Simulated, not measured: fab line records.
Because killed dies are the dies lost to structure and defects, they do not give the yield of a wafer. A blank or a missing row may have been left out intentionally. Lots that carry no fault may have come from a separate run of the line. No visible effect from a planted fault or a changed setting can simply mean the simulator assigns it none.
fab line records    flow sky130    part 1 of 2: steps 1 to 26 of 36
[record] lots = 5  wafers = 15  last_day = 50
route steps=708 shown RES_XHIGH@360 SALICIDE@361 LI_CONTACT@362 LOCAL_INTERCONNECT@387
lots that met no fault: from a run of the same line without faults
start_h: hours from the record's opening day to when the first of the lot's shown wafers began    wait_h: time in hours since the lot's previous step    " as in the row above    L1.1+2: one row covering several wafers at once    - value missing, or start not given    * or withheld: withheld    < > ~ a bound
route shown NAME@n: a module of which the file shows steps, and the number in the route of the first    usual: mean/standard deviation taken from wafers without a fault    same: alike in all rows    chamber/n: place in a boat    sites: readings site by site    _std_site: their standard deviation    _edge_site: inner sites' mean taken away from outer sites' mean    radius_mm: for every site, how far away it sits from the centre of the wafer    mask NAME#n: copy n    behind: the most recent tool/chamber to have shaped the wafer    hold: why the lot was held/for how many hours/how that ended    device: transistor that didn't switch, given as n, p or np    end of line: tests of these same wafers at the route's end    step lacking rows: just its recipe    killed: at the first sort, the dies lost to defects and structure; wafer yield is something else    map: a wafer's dies, marking killed ones x, the rest . and places with no die _
set.NAME: the run value of the setting; set.NAME@STEP: its run value at that earlier step    model.NAME: the simulator's own value behind a step, which no gauge read
certain route steps with their lots: each step a table, each wafer a row
services: the hour from which a tool's chamber was out of use, counted from the record's first day as start_h (under 0 if before that day), plus the number of hours and why
[[steps]]
[step SKY_SD_N_RS_MEAS_18]
[recipe] thk_meas_gauge = four-point-probe
[usual] RES_XHIGH_RS = 332.9/1.1
lot.wafer  tool           chamber  start_h  wait_h  RES_XHIGH_RS[ohm/sq]
L083.2     film_metro-02  -        732.34   0.1     332.4
L083.5     "              -        "        "       332.3
L083.6     "              -        "        "       331.4
L084.3     film_metro-03  -        752.05   0.1     333.4
L084.4     "              -        "        "       332.9
L084.5     "              -        "        "       333.9
L085.2     film_metro-03  -        753.28   0.1     334.4
L085.5     "              -        "        "       333.0
L085.6     "              -        "        "       333.4
L090.1     film_metro-04  -        770.31   0.1     331.9
L090.2     "              -        "        "       332.9
L090.4     "              -        "        "       333.0
L097.4     film_metro-04  -        823.21   0.1     334.1
L097.5     "              -        "        "       335.3
L097.6     "              -        "        "       335.2
[step SKY_SALICIDE_CLEAN_00]
[recipe] chemistry = HF-last  time_s = 30  dilution = 100:1  dry = ipa_marangoni
lot.wafer   tool          chamber  start_h  wait_h
L083.2+5+6  wet_bench-02  0        732.44   0.1
L084.3+4+5  wet_bench-01  0        752.13   0.1
L085.2+5+6  wet_bench-01  3        753.38   0.1
L090.1+2+4  wet_bench-04  0        770.43   0.1
L097.4+5+6  wet_bench-01  0        823.27   0.0
[step SKY_LI_CONTACT_HDPCVD_00]
[recipe] material = PSG  target_thk_nm = 930  sigma_open_frac = 0.3  time_s = 162  temp_c = 600  sih4_flow_sccm = 60  pressure_mtorr = 6
[usual] pressure_mtorr = 6.001/0.011
lot.wafer  tool       chamber  start_h  wait_h  pressure_mtorr
L083.2     hdpcvd-02  0        732.46   0.0     6.017
L083.5     "          1        "        "       6.001
L083.6     "          2        "        "       5.994
L084.3     hdpcvd-01  1        752.15   0.0     5.988
L084.4     "          0        "        "       6.016
L084.5     "          2        "        "       6.037
L085.2     hdpcvd-02  2        753.40   0.0     5.996
L085.5     "          0        "        "       5.983
L085.6     "          2        "        "       5.998
L090.1     hdpcvd-02  1        770.45   0.0     6.004
L090.2     "          2        "        "       5.994
L090.4     "          2        "        "       6.005
L097.4     hdpcvd-01  2        823.34   0.1     5.987
L097.5     "          1        "        "       6.004
L097.6     "          0        "        "       6.001
[step SKY_LI_CONTACT_THK_MEAS_01]
[recipe] reads = PSG_of_LI_CONTACT_HDPCVD_00
[usual] LI_CONTACT_HDPCVD_THK = 965/12
lot.wafer  tool           chamber  start_h  wait_h  LI_CONTACT_HDPCVD_THK[nm]
L083.2     film_metro-03  -        732.57   0.1     941
L083.5     "              -        "        "       967
L083.6     "              -        "        "       941
L084.3     film_metro-04  -        752.27   0.1     968
L084.4     "              -        "        "       954
L084.5     "              -        "        "       951
L085.2     film_metro-04  -        753.51   0.1     944
L085.5     "              -        "        "       952
L085.6     "              -        "        "       943
L090.1     film_metro-04  -        770.55   0.1     978
L090.2     "              -        "        "       954
L090.4     "              -        "        "       952
L097.4     film_metro-03  -        823.42   0.0     948
L097.5     "              -        "        "       965
L097.6     "              -        "        "       960
[step SKY_LI_CONTACT_CMP_02]
[recipe] material = PSG  down_force_psi = 4  platen_rpm = 60  pad_velocity_m_s = 0.94248
[usual] motor_current_A = 12.2/1  time_to_endpoint_s = 37/4.9
lot.wafer  tool    chamber  start_h  wait_h  motor_current_A  time_to_endpoint_s
L083.2     cmp-02  3        732.77   0.2     14.3             38
L083.5     "       0        "        "       11.4             37
L083.6     "       1        "        "       12.7             33
L084.3     cmp-02  2        752.36   0.1     9.8              31
L084.4     "       3        "        "       14.0             37
L084.5     "       2        "        "       10.2             28
L085.2     cmp-02  1        753.61   0.1     12.4             38
L085.6     "       0        "        "       12.2             33
L085.5     "       1        "        "       13.1             35
L090.4     cmp-01  2        770.61   0.0     12.4             41
L090.2     "       3        "        "       11.5             42
L090.1     "       1        "        "       11.7             34
L097.4     cmp-01  3        823.45   0.0     11.9             41
L097.6     "       3        "        "       11.8             40
L097.5     "       0        "        "       12.7             35
[step SKY_LI_CONTACT_BOW_MEAS_03]
[recipe] mode = bow
[usual] LI_CONTACT_BOW = 56/6.6
lot.wafer  tool           chamber  start_h  wait_h  LI_CONTACT_BOW[um]
L083.2     film_metro-02  -        732.94   0.1     62
L083.5     "              -        "        "       69
L083.6     "              -        "        "       61
L084.3     film_metro-02  -        752.65   0.2     56
L084.4     "              -        "        "       65
L084.5     "              -        "        "       48
L085.2     film_metro-03  -        753.88   0.2     52
L085.5     "              -        "        "       63
L085.6     "              -        "        "       65
L090.1     film_metro-03  -        770.91   0.1     48
L090.2     "              -        "        "       57
L090.4     "              -        "        "       53
L097.4     film_metro-02  -        823.81   0.3     55
L097.5     "              -        "        "       59
L097.6     "              -        "        "       56
[step SKY_LI_CONTACT_DEHYDRATE_04]
[recipe] temp_c = 200  time_s = 60
[usual] heater_power_total_W = 160.37/0.12
lot.wafer  tool            chamber  start_h  wait_h  heater_power_total_W
L083.2     litho_track-03  0        745.61   12.7    160.26
L083.5     "               0        "        "       160.61
L083.6     "               0        "        "       160.56
L084.3     litho_track-04  0        765.02   12.3    160.50
L084.4     "               0        "        "       160.38
L084.5     "               0        "        "       160.23
L085.2     litho_track-04  0        766.09   12.2    160.20
L085.5     "               0        "        "       160.26
L085.6     "               0        "        "       160.33
L090.1     litho_track-04  0        784.42   13.5    160.23
L090.2     "               0        "        "       160.31
L090.4     "               0        "        "       160.49
L097.4     litho_track-01  0        836.53   12.7    160.45
L097.5     "               0        "        "       160.61
L097.6     "               0        "        "       160.20
[step SKY_LI_CONTACT_HMDS_05]
[recipe] prime_time_s = 60  prime_temp_c = 120
lot.wafer   tool            chamber  start_h  wait_h
L083.2+5+6  litho_track-03  0        745.76   0.1
L084.3+4+5  litho_track-04  0        765.17   0.1
L085.2+5+6  litho_track-04  0        766.24   0.1
L090.1+2+4  litho_track-04  0        784.57   0.1
L097.4+5+6  litho_track-01  0        836.68   0.1
[step SKY_LI_CONTACT_COAT_06]
[recipe] resist = BARC  temp_c = withheld  time_s = withheld  spin_rpm = 3000  resist_thk_nm = 60
lot.wafer   tool            chamber  start_h  wait_h
L083.2+5+6  litho_track-03  0        745.91   0.1
L084.3+4+5  litho_track-04  0        765.32   0.1
L085.2+5+6  litho_track-04  0        766.39   0.1
L090.1+2+4  litho_track-04  0        784.72   0.1
L097.4+5+6  litho_track-01  0        836.83   0.1
[step SKY_LI_CONTACT_COAT_07]
[recipe] resist = KrF-thick  spin_rpm = 3000  resist_thk_nm = 450
lot.wafer   tool            chamber  start_h  wait_h
L083.2+5+6  litho_track-03  0        -        -
L084.3+4+5  litho_track-04  0        -        -
L085.2+5+6  litho_track-04  0        -        -
L090.1+2+4  litho_track-04  0        -        -
L097.4+5+6  litho_track-01  0        -        -
[step SKY_LI_CONTACT_SOFTBAKE_08]
[recipe] temp_c = 100  time_s = 90  resist = KrF-thick
[usual] heater_power_total_W = 57.35/0.11
lot.wafer  tool            chamber  start_h  wait_h  heater_power_total_W
L083.2     litho_track-03  0        -        -       57.24
L083.5     "               0        "        "       57.46
L083.6     "               0        "        "       57.23
L084.3     litho_track-04  0        -        -       57.42
L084.4     "               0        "        "       57.25
L084.5     "               0        "        "       57.45
L085.2     litho_track-04  0        -        -       57.50
L085.5     "               0        "        "       57.48
L085.6     "               0        "        "       57.27
L090.1     litho_track-04  0        -        -       57.29
L090.2     "               0        "        "       57.36
L090.4     "               0        "        "       57.42
L097.4     litho_track-01  0        -        -       57.30
L097.5     "               0        "        "       57.36
L097.6     "               0        "        "       57.22
[step SKY_LI_CONTACT_EXPOSE_09]
[recipe] mask_id = LICM1  na = 0.8  source_shape = annular  sigma_inner = 0.55  sigma_outer = 0.85  target_cd_nm = 170  dose_mj = 38
[usual] stage_vel_mm_s = 499.98/0.27
lot.wafer  tool            chamber  start_h  wait_h  mask     stage_vel_mm_s
L083.2     krf_scanner-01  0        -        -       LICM1#0  500.11
L083.5     "               0        "        "       LICM1#0  500.20
L083.6     "               0        "        "       LICM1#0  500.34
L084.3     krf_scanner-01  0        -        -       LICM1#0  499.49
L084.4     "               0        "        "       LICM1#0  499.82
L084.5     "               0        "        "       LICM1#0  499.93
L085.2     krf_scanner-02  0        -        -       LICM1#0  500.30
L085.5     "               0        "        "       LICM1#0  500.01
L085.6     "               0        "        "       LICM1#0  500.09
L090.1     krf_scanner-01  0        -        -       LICM1#0  499.46
L090.2     "               0        "        "       LICM1#0  500.32
L090.4     "               0        "        "       LICM1#0  499.72
L097.4     krf_scanner-01  0        -        -       LICM1#0  499.72
L097.5     "               0        "        "       LICM1#0  499.79
L097.6     "               0        "        "       LICM1#0  499.73
[step SKY_LI_CONTACT_PEB_10]
[recipe] peb_temp_c = withheld  peb_time_s = withheld  resist = KrF-thick
lot.wafer   tool            chamber  start_h  wait_h
L083.2+5+6  litho_track-03  0        -        -
L084.3+4+5  litho_track-01  0        -        -
L085.2+5+6  litho_track-03  0        -        -
L090.1+2+4  litho_track-04  0        -        -
L097.4+5+6  litho_track-03  0        -        -
[step SKY_LI_CONTACT_DEVELOP_11]
[recipe] develop_time_s = 60  resist = KrF-thick  dev_temp_c = 21
[usual] developer_temp_C = 21.02/0.099
lot.wafer  tool            chamber  start_h  wait_h  developer_temp_C
L083.2     litho_track-03  0        -        -       20.99
L083.5     "               0        "        "       21.03
L083.6     "               0        "        "       21.06
L084.3     litho_track-01  0        -        -       21.05
L084.4     "               0        "        "       20.99
L084.5     "               0        "        "       21.11
L085.2     litho_track-03  0        -        -       20.99
L085.5     "               0        "        "       20.85
L085.6     "               0        "        "       20.98
L090.1     litho_track-04  0        -        -       21.16
L090.2     "               0        "        "       21.22
L090.4     "               0        "        "       21.22
L097.4     litho_track-03  0        -        -       21.16
L097.5     "               0        "        "       20.98
L097.6     "               0        "        "       21.20
[step SKY_LI_CONTACT_CD_MEAS_12]
[recipe] target_cd_nm = 170
[usual] cd_nm = 169.6/1.7
lot.wafer  tool       chamber  start_h  wait_h  cd_nm
L083.2     cd_sem-02  -        759.76   -       169.9
L083.5     "          -        "        "       170.9
L083.6     "          -        "        "       169.2
L084.3     cd_sem-01  -        779.09   -       170.0
L084.4     "          -        "        "       171.0
L084.5     "          -        "        "       169.5
L085.2     cd_sem-02  -        780.51   -       170.6
L085.5     "          -        "        "       168.7
L085.6     "          -        "        "       169.4
L090.1     cd_sem-02  -        797.87   -       170.7
L090.2     "          -        "        "       170.0
L090.4     "          -        "        "       169.8
L097.4     cd_sem-02  -        849.30   -       167.0
L097.5     "          -        "        "       168.0
L097.6     "          -        "        "       167.1
[step SKY_LI_CONTACT_OVL_MEAS_13]
[usual] LI_CONTACT_OVL = 2/5.8
lot.wafer  tool        chamber  start_h  wait_h  LI_CONTACT_OVL[nm]
L083.2     overlay-02  -        759.87   0.1     9
L083.5     "           -        "        "       -4
L083.6     "           -        "        "       -1
L084.3     overlay-02  -        779.19   0.1     5
L084.4     "           -        "        "       -7
L084.5     "           -        "        "       11
L085.2     overlay-02  -        780.62   0.1     -12
L085.5     "           -        "        "       -1
L085.6     "           -        "        "       -3
L090.1     overlay-01  -        797.99   0.1     6
L090.2     "           -        "        "       4
L090.4     "           -        "        "       3
L097.4     overlay-02  -        849.38   0.1     16
L097.5     "           -        "        "       -4
L097.6     "           -        "        "       8
[step SKY_LI_CONTACT_ETCH_14]
[recipe] chemistry = N2/H2  target = BARC  ion_energy_ev = 200  source_w = 500  bias_w = 97.51  pressure_mtorr = 30  n2_flow_sccm = 100  h2_flow_sccm = 200  stop_on = SiO2  time_s = 45.9  target_depth_a = 600
[usual] chamber_pressure_mTorr = 30.001/0.026  drypump_motor_current_A = 5.65/0.23  oes_product_au = 0.855/0.0049  throttle_valve_pct = 13.224/0.01
lot.wafer  tool         chamber  start_h  wait_h  chamber_pressure_mTorr  drypump_motor_current_A  oes_product_au  rf_hours_counter_h  throttle_valve_pct
L083.2     rie_diel-04  3        759.90   0.0     30.044                  5.64                     0.859           26                  13.235
L083.5     "            3        "        "       29.946                  5.65                     0.852           -                   13.226
L083.6     "            2        "        "       30.019                  5.45                     0.857           -                   13.245
L084.3     rie_diel-01  2        779.21   0.0     29.992                  6.02                     0.850           23                  13.226
L084.4     "            1        "        "       30.019                  5.76                     0.855           14                  13.218
L084.5     "            2        "        "       29.968                  6.00                     0.851           -                   13.229
L085.2     rie_diel-03  0        780.65   0.0     30.012                  5.08                     0.856           3                   13.225
L085.5     "            0        "        "       30.004                  5.07                     0.862           -                   13.237
L085.6     "            3        "        "       29.989                  5.36                     0.862           -                   13.216
L090.1     rie_diel-04  1        798.02   0.0     29.999                  5.69                     0.859           2                   13.224
L090.2     "            2        "        "       30.010                  5.46                     0.856           11                  13.222
L090.4     "            0        "        "       30.026                  5.75                     0.852           18                  13.238
L097.4     rie_diel-04  3        849.40   0.0     29.983                  5.62                     0.857           29                  13.228
L097.5     "            2        "        "       30.002                  5.47                     0.860           -                   13.240
L097.6     "            1        "        "       30.015                  5.68                     0.852           -                   13.225
[step SKY_LI_CONTACT_ETCH_15]
[recipe] target = PSG  chemistry = C4F8/O2/Ar  stop_on = Si  taper_deg = 4.15  mask_material = KrF-thick  source_w = 1500  bias_w = 1200  pressure_mtorr = 40  c4f8_flow_sccm = withheld  O2_flow_sccm = 6  Ar_flow_sccm = 300  time_s = withheld  target_depth_a = 6000
[usual] chamber_pressure_mTorr = 40.00/0.044  oes_product_au = 0.837/0.0052
lot.wafer  tool         chamber  start_h  wait_h  chamber_pressure_mTorr  oes_product_au
L083.2     rie_diel-04  3        759.94   0.0     40.04                   0.845
L083.5     "            3        "        "       40.05                   0.844
L083.6     "            2        "        "       40.04                   0.834
L084.3     rie_diel-01  2        779.25   0.0     40.00                   0.830
L084.4     "            1        "        "       39.89                   0.846
L084.5     "            2        "        "       40.01                   0.835
L085.2     rie_diel-03  0        780.69   0.0     39.96                   0.838
L085.5     "            0        "        "       39.96                   0.839
L085.6     "            3        "        "       39.91                   0.836
L090.1     rie_diel-04  1        798.06   0.0     39.94                   0.835
L090.2     "            2        "        "       40.03                   0.839
L090.4     "            0        "        "       39.97                   0.835
L097.4     rie_diel-04  3        849.44   0.0     39.99                   0.835
L097.5     "            2        "        "       39.98                   0.828
L097.6     "            1        "        "       40.01                   0.843
[step SKY_LI_CONTACT_STRIP_16]
[recipe] chemistry = O2/N2  power_w = 1400  pressure_mtorr = 1500  platen_temp_c = withheld  o2_flow_sccm = 3000  n2_flow_sccm = 300  overash_fraction = 0.5
[usual] chamber_pressure_mTorr = 1500.0/1.4  drypump_motor_current_A = 5.7/0.34  oes_product_au = 0.375/0.0047  strip_time_to_endpoint_s = 3.48/0.054
lot.wafer  tool             chamber  start_h  wait_h  chamber_pressure_mTorr  drypump_motor_current_A  oes_product_au  rf_hours_counter_h  strip_time_to_endpoint_s
L083.2     plasma_asher-03  0        760.02   -       1501.4                  5.6                      0.384           29                  3.46
L083.5     "                0        "        "       1501.7                  5.6                      0.371           -                   3.46
L083.6     "                1        "        "       1498.6                  5.1                      0.371           -                   3.42
L084.3     plasma_asher-04  0        779.37   -       1499.5                  6.2                      0.377           -                   3.48
L084.4     "                1        "        "       1498.7                  5.8                      0.380           -                   3.55
L084.5     "                0        "        "       1502.3                  6.2                      0.374           -                   3.48
L085.2     plasma_asher-03  1        780.77   -       1500.4                  5.1                      0.373           31                  3.46
L085.5     "                1        "        "       1500.7                  5.1                      0.374           -                   3.47
L085.6     "                0        "        "       1497.3                  5.6                      0.367           -                   3.48
L090.1     plasma_asher-01  0        798.15   -       1497.5                  6.0                      0.373           67                  3.39
L090.2     "                1        "        "       1500.3                  5.4                      0.371           67                  3.40
L090.4     "                0        "        "       1499.0                  6.0                      0.370           -                   3.47
L097.4     plasma_asher-01  1        849.56   -       1502.0                  5.4                      0.373           -                   3.45
L097.5     "                1        "        "       1497.4                  5.5                      0.373           -                   3.42
L097.6     "                0        "        "       1499.9                  6.0                      0.370           -                   3.43
[step SKY_LI_CONTACT_CLEAN_17]
[recipe] chemistry = NMP  time_s = 600  temp_c = 60  dry = n2_spin
[usual] temp_c = 60.01/0.13
lot.wafer  tool          chamber  start_h  wait_h  temp_c
L083.2     wet_bench-01  3        760.12   0.1     60.02
L083.5     "             3        "        "       59.94
L083.6     "             3        "        "       59.87
L084.3     wet_bench-01  1        779.44   0.0     59.81
L084.4     "             1        "        "       59.94
L084.5     "             1        "        "       60.01
L085.2     wet_bench-03  3        780.87   0.1     60.18
L085.5     "             3        "        "       60.14
L085.6     "             3        "        "       60.20
L090.1     wet_bench-01  3        798.25   0.1     60.05
L090.2     "             3        "        "       60.02
L090.4     "             3        "        "       60.15
L097.4     wet_bench-01  3        849.62   0.0     60.07
L097.5     "             3        "        "       60.19
L097.6     "             3        "        "       59.81
[step SKY_LI_CONTACT_PRE_CLEAN_18]
[recipe] gas = Ar  time_s = 5.6  bias_v = 358
lot.wafer   tool            chamber  start_h  wait_h
L083.2+5+6  pvd_sputter-01  -        760.30   0.0
L084.3+4+5  pvd_sputter-01  -        779.61   0.0
L085.2+5+6  pvd_sputter-02  -        781.06   0.0
L090.1+2+4  pvd_sputter-01  -        798.44   0.0
L097.4+5+6  pvd_sputter-04  -        849.80   0.0
[step SKY_LI_CONTACT_SPUTTER_19]
[recipe] material = Ti  target_thk_nm = 20  chamber_pressure_pa = 5  power_w = 2500  substrate_temp_c = 200  time_s = 106.37
[usual] cathode_dc_power_W = 2500.0/0.46  throttle_valve_pct = 30.7/0.58
lot.wafer  tool            chamber  start_h  wait_h  cathode_dc_power_W  throttle_valve_pct
L083.2     pvd_sputter-01  -        760.32   0.0     2499.3              30.3
L083.5     "               -        "        "       2500.1              30.0
L083.6     "               -        "        "       2500.6              30.4
L084.3     pvd_sputter-01  -        779.63   0.0     2500.2              30.4
L084.4     "               -        "        "       2500.1              31.3
L084.5     "               -        "        "       2499.8              29.8
L085.2     pvd_sputter-02  -        781.08   0.0     2499.7              31.3
L085.5     "               -        "        "       2499.7              31.0
L085.6     "               -        "        "       2500.6              31.5
L090.1     pvd_sputter-01  -        798.46   0.0     2499.9              30.2
L090.2     "               -        "        "       2500.1              29.7
L090.4     "               -        "        "       2499.5              30.1
L097.4     pvd_sputter-04  -        849.82   0.0     2500.4              31.4
L097.5     "               -        "        "       2500.4              31.0
L097.6     "               -        "        "       2500.2              31.7
[step SKY_LI_CONTACT_SPUTTER_20]
[recipe] material = TiN  target_thk_nm = 20  chamber_pressure_pa = 5  power_w = 4000  time_s = 80
[usual] cathode_dc_power_W = 4000.1/0.71  throttle_valve_pct = 30.7/0.6
lot.wafer  tool            chamber  start_h  wait_h  cathode_dc_power_W  throttle_valve_pct
L083.2     pvd_sputter-01  -        760.39   0.0     3999.3              30.0
L083.5     "               -        "        "       4000.3              29.9
L083.6     "               -        "        "       3999.5              30.3
L084.3     pvd_sputter-01  -        779.71   0.0     3999.3              30.4
L084.4     "               -        "        "       4000.7              31.0
L084.5     "               -        "        "       3999.9              29.7
L085.2     pvd_sputter-02  -        781.16   0.0     4000.0              31.4
L085.5     "               -        "        "       3999.8              30.7
L085.6     "               -        "        "       3999.7              31.4
L090.1     pvd_sputter-01  -        798.54   0.0     3999.1              30.7
L090.2     "               -        "        "       3999.8              29.6
L090.4     "               -        "        "       4000.1              30.6
L097.4     pvd_sputter-04  -        849.89   0.0     4000.2              31.3
L097.5     "               -        "        "       3999.1              30.7
L097.6     "               -        "        "       4000.2              31.6
[step SKY_LI_CONTACT_CVD_21]
[recipe] material = W  target_thk_nm = 400  time_s = 120.56  temp_c = 400  pressure_torr = 40
[usual] heater_power_w = 849/57  susceptor_temp_C = 399.99/0.23
lot.wafer  tool      chamber  start_h  wait_h  heater_power_w  susceptor_temp_C
L083.2     cvd_w-01  0        760.50   0.1     845             399.54
L083.5     "         0        "        "       842             399.59
L083.6     "         0        "        "       841             399.44
L084.3     cvd_w-01  1        779.81   0.1     805             399.91
L084.4     "         0        "        "       836             400.21
L084.5     "         1        "        "       815             399.95
L085.2     cvd_w-02  1        781.22   0.0     975             400.14
L085.5     "         0        "        "       802             400.28
L085.6     "         1        "        "       959             399.64
L090.1     cvd_w-02  1        798.60   0.0     946             400.10
L090.2     "         0        "        "       798             399.86
L090.4     "         0        "        "       799             400.04
L097.4     cvd_w-02  1        850.00   0.1     971             400.40
L097.5     "         0        "        "       783             400.05
L097.6     "         1        "        "       961             399.92
[step SKY_LI_CONTACT_RS_MEAS_22]
[recipe] thk_meas_gauge = four-point-probe  reads = W_of_LI_CONTACT_CVD_21+TiN_of_LI_CONTACT_SPUTTER_20+Ti_of_LI_CONTACT_SPUTTER_19
[usual] LI_CONTACT_W_RS = 0.283/0.0055
lot.wafer  tool           chamber  start_h  wait_h  LI_CONTACT_W_RS[ohm/sq]
L083.2     film_metro-02  -        760.73   0.2     0.277
L083.5     "              -        "        "       0.278
L083.6     "              -        "        "       0.275
L084.3     film_metro-02  -        779.93   0.1     0.289
L084.4     "              -        "        "       0.278
L084.5     "              -        "        "       0.287
L085.2     film_metro-02  -        781.37   0.1     0.290
L085.5     "              -        "        "       0.279
L085.6     "              -        "        "       0.289
L090.1     film_metro-04  -        798.72   0.1     0.291
L090.2     "              -        "        "       0.282
L090.4     "              -        "        "       0.285
L097.4     film_metro-04  -        850.14   0.1     0.280
L097.5     "              -        "        "       0.285
L097.6     "              -        "        "       0.286
[step SKY_LI_CONTACT_THK_MEAS_23]
[recipe] thk_meas_gauge = xrf  reads = W_of_LI_CONTACT_CVD_21
[usual] LI_CONTACT_W_THK = 397/7.9
lot.wafer  tool           chamber  start_h  wait_h  LI_CONTACT_W_THK[nm]
L083.2     film_metro-02  -        760.84   0.1     402
L083.5     "              -        "        "       399
L083.6     "              -        "        "       403
L084.3     film_metro-02  -        780.03   0.1     385
L084.4     "              -        "        "       405
L084.5     "              -        "        "       388
L085.2     film_metro-02  -        781.48   0.1     384
L085.5     "              -        "        "       401
L085.6     "              -        "        "       387
L090.1     film_metro-04  -        798.84   0.1     390
L090.2     "              -        "        "       401
L090.4     "              -        "        "       396
L097.4     film_metro-04  -        850.23   0.1     406
L097.5     "              -        "        "       399
L097.6     "              -        "        "       399
